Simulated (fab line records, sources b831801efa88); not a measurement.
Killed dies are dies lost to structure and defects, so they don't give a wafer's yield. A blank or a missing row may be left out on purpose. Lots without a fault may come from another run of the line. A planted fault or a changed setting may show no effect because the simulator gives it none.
fab line records | flow sky130
record lots=24 wafers=72 last_day=50
route steps=708 shown NWELL@81 POLY_GATE@218 LOCAL_INTERCONNECT@398 CONTACT@430 CAP2M@603
lots that met no fault: from a run of the same line without faults
start_h: hours from the record's first day to the start of the lot's first wafer shown | wait_h: hours since the lot's step before | " the same as in the row above | L1.1+2: a row that stands for several wafers | - no value, or no start given | * or withheld: withheld | < > ~ a bound
route shown NAME@n: a module of which the file shows steps, and the number in the route of the first | usual: mean/standard deviation of fault-free wafers | same: alike in all rows | chamber/n: place in a boat | sites: the reading at each site | _std_site: their standard deviation | _edge_site: outer sites' mean less inner sites' | radius_mm: how far each site lies from the wafer's centre | mask NAME#n: copy n | behind: the tool/chamber that last shaped the wafer | hold: why the lot was held/for how many hours/how that ended | device: the transistor (n, p or np) that didn't switch | end of line: the same wafers' tests at the end of the route | a step without rows: its recipe alone | killed: dies lost to structure and defects at the first sort, not the wafer's yield | map: a wafer's dies, x killed, . not, _ none there
set.NAME: the setting as run; set.NAME@STEP: as run at that earlier step | model.NAME: the simulator's own value behind a step, which no gauge read
steps of the route over a sample of lots; a table a step, a row a wafer
services: from which hour (start_h, from the record's first day; less than 0 if before it) a tool's chamber was out of use, for how many hours, and why
## steps
# step SKY_NWELL_RTA_28
# recipe temp_c=1050 time_s=30 idle_temp_c=650 ramp_up_c_per_s=150 ramp_down_c_per_s=90 ambient=N2
# usual lamp_power_pct=25.31/0.054 wafer_temp_C_max=1054.9/1.1
# columns lot.wafer tool chamber start_h wait_h lamp_power_pct wafer_temp_C_max
L074.2 rtp_anneal-02 0 100.68 0.0 25.34 1056.8
L074.3 " 0 " " 25.25 1055.0
L074.5 " 0 " " 25.28 1055.8
L075.2 rtp_anneal-01 0 102.65 0.0 25.27 1056.0
L075.4 " 0 " " 25.27 1054.5
L075.5 " 0 " " 25.39 1054.6
L076.1 rtp_anneal-01 0 115.31 0.0 25.36 1053.9
L076.4 " 0 " " 25.31 1055.0
L076.5 " 0 " " 25.22 1052.9
L077.1 rtp_anneal-01 0 129.70 0.0 25.39 1053.5
L077.2 " 0 " " 25.24 1056.4
L077.3 " 0 " " 25.24 1056.7
L078.1 rtp_anneal-01 0 133.71 0.0 25.42 1054.5
L078.3 " 0 " " 25.26 1053.9
L078.6 " 0 " " 25.32 1054.1
L080.2 rtp_anneal-02 0 142.22 0.0 25.32 1055.8
L080.5 " 0 " " 25.24 1056.6
L080.6 " 0 " " 25.33 1056.0
L079.3 rtp_anneal-01 0 143.70 0.0 25.30 1053.8
L079.5 " 0 " " 25.31 1055.2
L079.6 " 0 " " 25.39 1054.3
L081.2 rtp_anneal-02 0 147.78 0.0 25.32 1054.2
L081.4 " 0 " " 25.26 1054.1
L081.6 " 0 " " 25.24 1054.7
L082.1 rtp_anneal-01 0 154.86 0.0 25.31 1054.9
L082.2 " 0 " " 25.31 1055.2
L082.3 " 0 " " 25.35 1053.5
L083.1 rtp_anneal-01 0 158.05 0.0 25.27 1054.5
L083.4 " 0 " " 25.29 1054.9
L083.5 " 0 " " 25.27 1055.4
L084.2 rtp_anneal-01 0 165.53 0.0 25.33 1053.9
L084.4 " 0 " " 25.37 1054.3
L084.5 " 0 " " 25.32 1054.8
L085.3 rtp_anneal-02 0 171.53 0.0 25.40 1053.7
L085.4 " 0 " " 25.32 1053.5
L085.5 " 0 " " 25.35 1055.1
L086.1 rtp_anneal-02 0 177.41 0.0 25.27 1053.3
L086.2 " 0 " " 25.28 1055.1
L086.4 " 0 " " 25.26 1055.6
L087.4 rtp_anneal-02 0 182.46 0.1 25.23 1053.6
L087.5 " 0 " " 25.30 1054.1
L087.6 " 0 " " 25.28 1054.0
L088.1 rtp_anneal-01 0 186.41 0.0 25.35 1055.0
L088.5 " 0 " " 25.29 1056.0
L088.6 " 0 " " 25.39 1054.9
L089.2 rtp_anneal-02 0 191.93 0.0 25.26 1055.6
L089.4 " 0 " " 25.28 1053.7
L089.5 " 0 " " 25.25 1053.8
L090.1 rtp_anneal-01 0 199.16 0.0 25.20 1054.7
L090.2 " 0 " " 25.20 1054.3
L090.6 " 0 " " 25.36 1054.2
L091.1 rtp_anneal-01 0 203.80 0.0 25.30 1054.4
L091.3 " 0 " " 25.32 1053.8
L091.5 " 0 " " 25.33 1053.0
L092.2 rtp_anneal-02 0 210.02 0.0 25.21 1055.8
L092.3 " 0 " " 25.28 1054.0
L092.4 " 0 " " 25.35 1055.9
L093.1 rtp_anneal-01 0 222.06 0.0 25.27 1054.2
L093.4 " 0 " " 25.39 1055.4
L093.5 " 0 " " 25.33 1054.0
L095.2 rtp_anneal-01 0 239.33 0.0 25.38 1055.6
L095.5 " 0 " " 25.25 1055.8
L095.6 " 0 " " 25.31 1053.1
L094.1 rtp_anneal-02 0 240.50 0.0 25.32 1054.1
L094.4 " 0 " " 25.33 1055.0
L094.5 " 0 " " 25.34 1053.7
L096.1 rtp_anneal-01 0 240.71 0.0 25.39 1053.7
L096.3 " 0 " " 25.33 1055.2
L096.5 " 0 " " 25.39 1055.8
L097.2 rtp_anneal-01 0 245.63 0.0 25.32 1055.2
L097.3 " 0 " " 25.32 1055.3
L097.5 " 0 " " 25.26 1055.9
# step SKY_POLY_GATE_THK_MEAS_04
# recipe reads=Si3N4_of_POLY_GATE_CVD_03
# usual POLY_GATE_CVD_03_THK=75.3/0.72
# columns lot.wafer tool chamber start_h wait_h POLY_GATE_CVD_03_THK[nm]
L075.2 film_metro-02 - 335.47 0.0 75.1
L075.4 " - " " 75.1
L075.5 " - " " 74.8
L074.2 film_metro-01 - 336.83 0.0 76.1
L074.3 " - " " 75.8
L074.5 " - " " 76.4
L076.1 film_metro-03 - 350.66 0.0 75.3
L076.4 " - " " 75.0
L076.5 " - " " 75.5
L077.1 film_metro-02 - 373.57 0.0 74.3
L077.2 " - " " 74.5
L077.3 " - " " 74.3
L078.1 film_metro-02 - 377.77 0.0 75.8
L078.3 " - " " 75.5
L078.6 " - " " 76.3
L080.2 film_metro-03 - 394.42 0.0 76.9
L080.5 " - " " 76.3
L080.6 " - " " 75.9
L079.3 film_metro-02 - 394.47 0.1 76.0
L079.5 " - " " 75.6
L079.6 " - " " 76.4
L081.2 film_metro-02 - 402.23 0.0 74.3
L081.4 " - " " 74.2
L081.6 " - " " 74.9
L082.1 film_metro-01 - 408.28 0.0 74.9
L082.2 " - " " 74.8
L082.3 " - " " 75.0
L083.1 film_metro-02 - 420.42 0.0 75.0
L083.4 " - " " 75.1
L083.5 " - " " 74.7
L084.2 film_metro-02 - 431.83 0.0 75.8
L084.4 " - " " 75.7
L084.5 " - " " 75.2
L085.3 film_metro-02 - 434.24 0.0 74.6
L085.4 " - " " 74.1
L085.5 " - " " 74.7
L086.1 film_metro-02 - 445.68 0.0 73.7
L086.2 " - " " 74.1
L086.4 " - " " 74.2
L087.4 film_metro-03 - 456.28 0.0 75.3
L087.5 " - " " 75.4
L087.6 " - " " 75.5
L088.1 film_metro-01 - 463.23 0.0 75.4
L088.5 " - " " 75.1
L088.6 " - " " 75.3
L089.2 film_metro-02 - 464.60 0.0 75.1
L089.4 " - " " 75.1
L089.5 " - " " 75.2
L090.1 film_metro-03 - 475.87 0.0 74.7
L090.2 " - " " 74.4
L090.6 " - " " 75.2
L091.1 film_metro-02 - 483.89 0.0 75.0
L091.3 " - " " 73.9
L091.5 " - " " 74.7
L092.2 film_metro-02 - 498.25 0.0 75.0
L092.3 " - " " 75.1
L092.4 " - " " 74.7
L093.1 film_metro-03 - 524.33 0.0 75.1
L093.4 " - " " 75.4
L093.5 " - " " 75.2
L096.1 film_metro-02 - 534.32 0.0 76.8
L096.3 " - " " 76.7
L096.5 " - " " 76.8
L095.2 film_metro-03 - 535.69 0.0 75.7
L095.5 " - " " 75.2
L095.6 " - " " 75.5
L094.1 film_metro-01 - 537.17 0.0 76.0
L094.4 " - " " 76.2
L094.5 " - " " 75.8
L097.2 film_metro-02 - 541.39 0.0 75.6
L097.3 " - " " 75.0
L097.5 " - " " 75.8
# step SKY_POLY_GATE_OVL_MEAS_14
# usual POLY_GATE_OVL=3/4.9
# columns lot.wafer tool chamber start_h wait_h POLY_GATE_OVL[nm]
L075.2 overlay-02 - 362.68 0.1 -7
L075.4 " - " " -9
L075.5 " - " " -2
L074.2 overlay-02 - 363.89 0.1 2
L074.3 " - " " 4
L074.5 " - " " 6
L076.1 overlay-01 - 377.89 0.1 1
L076.4 " - " " 0
L076.5 " - " " 0
L077.1 overlay-02 - 402.73 0.1 -5
L077.2 " - " " 1
L077.3 " - " " 1
L078.1 overlay-01 - 405.48 0.1 1
L078.3 " - " " -4
L078.6 " - " " -7
L080.2 overlay-01 - 423.95 0.1 0
L080.5 " - " " 0
L080.6 " - " " -3
L079.3 overlay-02 - 424.30 0.1 8
L079.5 " - " " 13
L079.6 " - " " 8
L081.2 overlay-01 - 432.23 0.1 10
L081.4 " - " " 8
L081.6 " - " " 11
L082.1 overlay-02 - 438.24 0.1 9
L082.2 " - " " 11
L082.3 " - " " 8
L083.1 overlay-02 - 450.62 0.1 3
L083.4 " - " " -2
L083.5 " - " " 3
L084.2 overlay-01 - 463.63 0.1 3
L084.4 " - " " 3
L084.5 " - " " -6
L085.3 overlay-01 - 464.89 0.1 1
L085.4 " - " " 8
L085.5 " - " " 1
L086.1 overlay-02 - 476.33 0.1 0
L086.2 " - " " 2
L086.4 " - " " 2
L087.4 overlay-02 - 486.14 0.1 5
L087.5 " - " " 7
L087.6 " - " " 4
L088.1 overlay-01 - 493.93 0.1 -7
L088.5 " - " " -2
L088.6 " - " " 4
L089.2 overlay-01 - 495.08 0.1 4
L089.4 " - " " 7
L089.5 " - " " 3
L090.1 overlay-02 - 506.14 0.1 4
L090.2 " - " " 6
L090.6 " - " " 3
L091.1 overlay-02 - 514.22 0.1 7
L091.3 " - " " -1
L091.5 " - " " -2
L092.2 overlay-02 - 528.68 0.1 1
L092.3 " - " " -6
L092.4 " - " " 0
L093.1 overlay-02 - 554.59 0.1 8
L093.4 " - " " 1
L093.5 " - " " 5
L096.1 overlay-02 - 564.82 0.1 2
L096.3 " - " " 15
L096.5 " - " " 4
L095.2 overlay-01 - 566.08 0.1 5
L095.5 " - " " 8
L095.6 " - " " 2
L094.1 overlay-01 - 567.02 0.1 4
L094.4 " - " " 11
L094.5 " - " " 3
L097.2 overlay-01 - 571.34 0.1 8
L097.3 " - " " 9
L097.5 " - " " 4
# step SKY_LOCAL_INTERCONNECT_CD_MEAS_11
# recipe target_cd_nm=170
# usual cd_nm=170.3/1.6
# columns lot.wafer tool chamber start_h wait_h cd_nm
L075.2 cd_sem-01 - 696.33 - 168.1
L075.4 " - " " 170.4
L075.5 " - " " 167.4
L074.2 cd_sem-02 - 698.64 - 171.5
L074.3 " - " " 171.3
L074.5 " - " " 171.1
L076.1 cd_sem-02 - 715.05 - 169.9
L076.4 " - " " 172.2
L076.5 " - " " 171.7
L077.1 cd_sem-01 - 734.47 - 169.5
L077.2 " - " " 170.6
L077.3 " - " " 169.0
L078.1 cd_sem-01 - 742.30 - 167.7
L078.3 " - " " 168.4
L078.6 " - " " 168.9
L080.2 cd_sem-02 - 753.27 - 169.0
L080.5 " - " " 169.1
L080.6 " - " " 169.0
L079.3 cd_sem-02 - 754.41 - 169.4
L079.5 " - " " 167.9
L079.6 " - " " 170.6
L081.2 cd_sem-01 - 761.98 - 169.3
L081.4 " - " " 168.5
L081.6 " - " " 169.6
L082.1 cd_sem-02 - 764.65 - 171.0
L082.2 " - " " 170.4
L082.3 " - " " 170.4
L083.1 cd_sem-01 - 776.35 - 173.5
L083.4 " - " " 172.1
L083.5 " - " " 172.4
L084.2 cd_sem-01 - 789.02 - 170.2
L084.4 " - " " 167.4
L084.5 " - " " 167.7
L085.3 cd_sem-02 - 789.74 - 169.5
L085.4 " - " " 171.4
L085.5 " - " " 170.2
L086.1 cd_sem-02 - 801.76 - 170.1
L086.2 " - " " 172.9
L086.4 " - " " 171.5
L087.4 cd_sem-02 - 808.33 - 169.1
L087.5 " - " " 169.4
L087.6 " - " " 169.2
L088.1 cd_sem-02 - 813.40 - 171.5
L088.5 " - " " 172.3
L088.6 " - " " 174.4
L089.2 cd_sem-01 - 814.47 - 171.1
L089.4 " - " " 170.7
L089.5 " - " " 170.4
L090.1 cd_sem-02 - 824.87 - 169.1
L090.2 " - " " 168.8
L090.6 " - " " 169.5
L091.1 cd_sem-02 - 830.62 - 169.4
L091.3 " - " " 171.0
L091.5 " - " " 171.7
L092.2 cd_sem-01 - 844.77 - 171.1
L092.3 " - " " 172.6
L092.4 " - " " 172.8
L093.1 cd_sem-01 - 867.26 - 169.2
L093.4 " - " " 171.6
L093.5 " - " " 169.6
L095.2 cd_sem-01 - 874.73 - 170.7
L095.5 " - " " 170.7
L095.6 " - " " 170.6
L096.1 cd_sem-02 - 875.65 - 170.3
L096.3 " - " " 170.7
L096.5 " - " " 170.2
L094.1 cd_sem-02 - 878.46 - 171.9
L094.4 " - " " 171.4
L094.5 " - " " 169.1
L097.2 cd_sem-02 - 881.94 - 168.6
L097.3 " - " " 167.9
L097.5 " - " " 168.6
# step SKY_CONTACT_CVD_24
# recipe material=W target_thk_nm=340 time_s=102.12 temp_c=400 pressure_torr=40
# usual heater_power_w=871/140
# columns lot.wafer tool chamber start_h wait_h heater_power_w
L075.2 cvd_w-01 1 726.01 0.0 854
L075.4 " 1 " " 820
L075.5 " 0 " " 1076
L074.2 cvd_w-02 0 728.99 0.0 840
L074.3 " 0 " " 828
L074.5 " 0 " " 846
L076.1 cvd_w-01 0 745.02 0.0 1094
L076.4 " 0 " " 1100
L076.5 " 1 " " 845
L077.1 cvd_w-02 1 764.14 0.0 706
L077.2 " 0 " " 840
L077.3 " 1 " " 717
L078.1 cvd_w-01 1 771.74 0.0 864
L078.3 " 0 " " 1051
L078.6 " 1 " " 847
L080.2 cvd_w-02 0 782.82 0.0 843
L080.5 " 1 " " 721
L080.6 " 0 " " 835
L079.3 cvd_w-01 0 783.40 0.1 1097
L079.5 " 1 " " 834
L079.6 " 0 " " 1115
L081.2 cvd_w-01 0 790.29 0.0 1126
L081.4 " 1 " " 840
L081.6 " 0 " " 1099
L082.1 cvd_w-02 0 793.60 0.0 837
L082.2 " 1 " " 712
L082.3 " 1 " " 720
L083.1 cvd_w-02 1 805.20 0.0 720
L083.4 " 1 " " 700
L083.5 " 1 " " 692
L084.2 cvd_w-01 0 817.19 0.0 1111
L084.4 " 0 " " 1140
L084.5 " 1 " " 841
L085.3 cvd_w-01 0 818.99 0.1 1098
L085.4 " 1 " " 816
L085.5 " 1 " " 847
L086.1 cvd_w-02 0 830.54 0.0 823
L086.2 " 1 " " 719
L086.4 " 0 " " 823
L087.4 cvd_w-02 1 836.95 0.1 719
L087.5 " 1 " " 713
L087.6 " 0 " " 838
L088.1 cvd_w-01 0 842.57 0.0 1099
L088.5 " 1 " " 833
L088.6 " 0 " " 1095
L089.2 cvd_w-02 0 843.22 0.0 837
L089.4 " 0 " " 842
L089.5 " 1 " " 708
L090.1 cvd_w-01 0 853.90 0.0 1089
L090.2 " 1 " " 862
L090.6 " 0 " " 1110
L091.1 cvd_w-02 0 859.24 0.0 827
L091.3 " 1 " " 724
L091.5 " 0 " " 860
L092.2 cvd_w-02 1 873.33 0.1 703
L092.3 " 1 " " 714
L092.4 " 1 " " 720
L093.1 cvd_w-01 1 894.56 0.0 826
L093.4 " 1 " " 850
L093.5 " 0 " " 1098
L095.2 cvd_w-01 1 902.45 0.0 852
L095.5 " 1 " " 867
L095.6 " 0 " " 1072
L096.1 cvd_w-01 1 903.30 0.0 868
L096.3 " 0 " " 1074
L096.5 " 0 " " 1093
L094.1 cvd_w-02 1 905.35 0.0 705
L094.4 " 1 " " 718
L094.5 " 0 " " 844
L097.2 cvd_w-02 0 909.51 0.0 841
L097.3 " 0 " " 853
L097.5 " 0 " " 822
# step SKY_CAP2M_CVD_00
# recipe material=SiO2 target_thk_nm=15.5 temp_c=400 time_s=withheld rf_w=450
# usual heater_power_w=724/72
# columns lot.wafer tool chamber start_h wait_h heater_power_w
L075.2 pecvd-04 1 919.33 0.0 887
L075.4 " 1 " " 896
L075.5 " 2 " " 744
L074.2 pecvd-01 2 922.78 0.0 757
L074.3 " 0 " " 673
L074.5 " 1 " " 728
L076.1 pecvd-04 2 936.99 0.0 796
L076.4 " 2 " " 799
L076.5 " 1 " " 831
L077.1 pecvd-01 0 953.27 0.0 663
L077.2 " 2 " " 767
L077.3 " 1 " " 668
L078.1 pecvd-01 0 962.64 0.0 606
L078.3 " 0 " " 596
L078.6 " 2 " " 681
L080.2 pecvd-03 0 971.35 0.0 740
L080.5 " 0 " " 725
L080.6 " 1 " " 672
L079.3 pecvd-04 0 971.72 0.0 702
L079.5 " 1 " " 883
L079.6 " 2 " " 808
L081.2 pecvd-01 2 978.07 0.0 750
L081.4 " 2 " " 763
L081.6 " 1 " " 665
L082.1 pecvd-04 0 981.81 0.0 818
L082.2 " 2 " " 701
L082.3 " 1 " " 887
L083.1 pecvd-01 1 992.77 0.0 723
L083.4 " 0 " " 611
L083.5 " 1 " " 718
L084.2 pecvd-03 1 1001.89 0.0 694
L084.4 " 1 " " 697
L084.5 " 2 " " 623
L085.3 pecvd-04 1 1003.88 0.0 772
L085.4 " 0 " " 834
L085.5 " 1 " " 775
L086.1 pecvd-04 1 1015.26 0.0 800
L086.2 " 0 " " 734
L086.4 " 0 " " 729
L087.4 pecvd-03 1 1019.58 0.0 729
L087.5 " 0 " " 706
L087.6 " 2 " " 654
L088.1 pecvd-03 0 1024.79 0.0 745
L088.5 " 2 " " 727
L088.6 " 1 " " 687
L089.2 pecvd-04 0 1025.69 0.0 811
L089.4 " 1 " " 842
L089.5 " 2 " " 744
L090.1 pecvd-01 2 1034.33 0.0 735
L090.2 " 0 " " 657
L090.6 " 2 " " 743
L091.1 pecvd-03 1 1039.90 0.0 728
L091.3 " 0 " " 611
L091.5 " 0 " " 631
L092.2 pecvd-01 1 1051.21 0.0 772
L092.3 " 1 " " 760
L092.4 " 0 " " 628
L093.1 pecvd-03 2 1070.72 0.0 714
L093.4 " 1 " " 667
L093.5 " 0 " " 657
L095.2 pecvd-03 0 1076.04 0.0 701
L095.5 " 1 " " 665
L095.6 " 0 " " 699
L096.1 pecvd-01 0 1076.72 0.0 667
L096.3 " 2 " " 687
L096.5 " 0 " " 671
L094.1 pecvd-04 0 1078.68 0.0 837
L094.4 " 1 " " 778
L094.5 " 2 " " 820
L097.2 pecvd-01 0 1082.47 0.0 595
L097.3 " 1 " " 675
L097.5 " 2 " " 760
## services
# columns tool chamber start_h hours kind
cvd_w-02 - 103.55 0.5 repair
cvd_w-02 - 144.48 2.8 repair
cvd_w-01 0 150.59 4.5 repair
cvd_w-02 - 183.81 0.3 repair
cvd_w-01 - 208.13 2.8 pm
cvd_w-02 1 223.08 3.5 repair
cvd_w-02 0 225.06 19.8 repair
rtp_anneal-01 - 260.02 2.8 pm
cvd_w-01 - 315.05 6.0 pm
cvd_w-01 - 322.68 1.2 repair
cvd_w-01 - 363.86 14.6 pm
cvd_w-02 - 390.00 14.0 pm
cvd_w-02 - 406.48 0.9 repair
cvd_w-02 0 541.91 6.8 repair
cvd_w-01 1 542.06 4.5 repair
cvd_w-01 - 548.07 0.9 repair
cvd_w-02 0 582.30 3.5 repair
cvd_w-02 - 640.78 2.8 pm
cvd_w-02 0 670.39 1.2 repair
cvd_w-01 - 671.99 6.9 pm
cvd_w-01 - 761.16 0.5 repair
cvd_w-02 - 841.62 1.3 repair
cvd_w-02 0 864.05 26.6 repair
rtp_anneal-01 - 997.02 4.9 pm
## key
fault none
